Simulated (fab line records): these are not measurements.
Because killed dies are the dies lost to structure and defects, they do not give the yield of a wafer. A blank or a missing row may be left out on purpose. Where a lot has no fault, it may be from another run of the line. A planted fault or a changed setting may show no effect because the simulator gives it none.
The tool behind it: which one? ; flow gf180mcu ; 6 lots, 18 wafers sampled, at 4 steps of a route of 602

WHAT THE GAUGES READ, wafer by wafer
GF_V5_THK_MEAS_03.
lot;measured;on;V5_CVD_02_THK (nm)
L635;day 28 00:23;film metro-02;1448 1435 1461
L639;day 29 04:37;film metro-02;1900 1889 1933
L644;day 30 16:19;film metro-01;1455 1468 1486
L646;day 31 12:06;film metro-03;1431 1457 1454
L650;day 32 03:50;film metro-03;1436 1464 1461
L653;day 32 21:30;film metro-02;1405 1467 1429

EACH LOT AND THE TOOL THAT RAN IT (in order: tool; ch and the chambers of the sampled wafers; start)
lot;GF_V4_ETCH_16;GF_V4_STRIP_18;GF_V5_CVD_02
L635;rie diel-04 ch 0,2,3, day 26 04:47;plasma asher-01 ch 0,1, day 26 04:55;pecvd-04 ch 0,1,2, day 28 00:16
L639;rie diel-02 ch 0,2,3, day 27 09:58;plasma asher-03 ch 0,1, day 27 10:06;pecvd-04 ch 0,1,2, day 29 04:29
L644;rie diel-01 ch 0,1,3, day 29 00:39;plasma asher-03 ch 0,1, day 29 00:49;pecvd-03 ch 0,2, day 30 16:11
L646;rie diel-02 ch 1,3, day 29 20:41;plasma asher-04 ch 1, day 29 20:49;pecvd-04 ch 0,1,2, day 31 11:59
L650;rie diel-04 ch 0,1,2, day 30 15:10;plasma asher-01 ch 0,1, day 30 15:18;pecvd-04 ch 0,1,2, day 32 03:43
L653;rie diel-02 ch 0,2,3, day 31 08:46;plasma asher-01 ch 0,1, day 31 08:54;pecvd-03 ch 0,1, day 32 21:23
- GF_V4_ETCH_16: etches BARC in N2/H2.
- GF_V4_STRIP_18: strips in O2/N2.
- GF_V5_CVD_02: deposits SiO2 from TEOS, target thk 1450 nm, time 163.28 s.

THE ANSWER, worked out from the rows above alone
Rule: the usual values come from the lots themselves. Put in order of their means at a reading, lots are off if they are a third of the lots or fewer, leave a main group of 4 or more, and stand apart from it by a gap of 3 or more times the standard deviation of the main group's means; of several such gaps the widest counts. The tables above print the reading to a certain number of digits; a main group whose means all agree to those digits is not used. Also off: a lot with no number at a reading for which 4 or more lots have one. The other lots that the step has rows for count as sound.
Off: L639, seen at GF_V5_THK_MEAS_03 (V5_CVD_02_THK). Mean 1450 nm and standard deviation 12 in the main group.
A tool fits if, at a process step before that reading, it ran every lot that is off, and no sound lot after the first of them. Gauges at GF_V5_THK_MEAS_03: tried the same way as those tools. None of those tried fits.

WHAT THE SIMULATOR HAD PUT IN
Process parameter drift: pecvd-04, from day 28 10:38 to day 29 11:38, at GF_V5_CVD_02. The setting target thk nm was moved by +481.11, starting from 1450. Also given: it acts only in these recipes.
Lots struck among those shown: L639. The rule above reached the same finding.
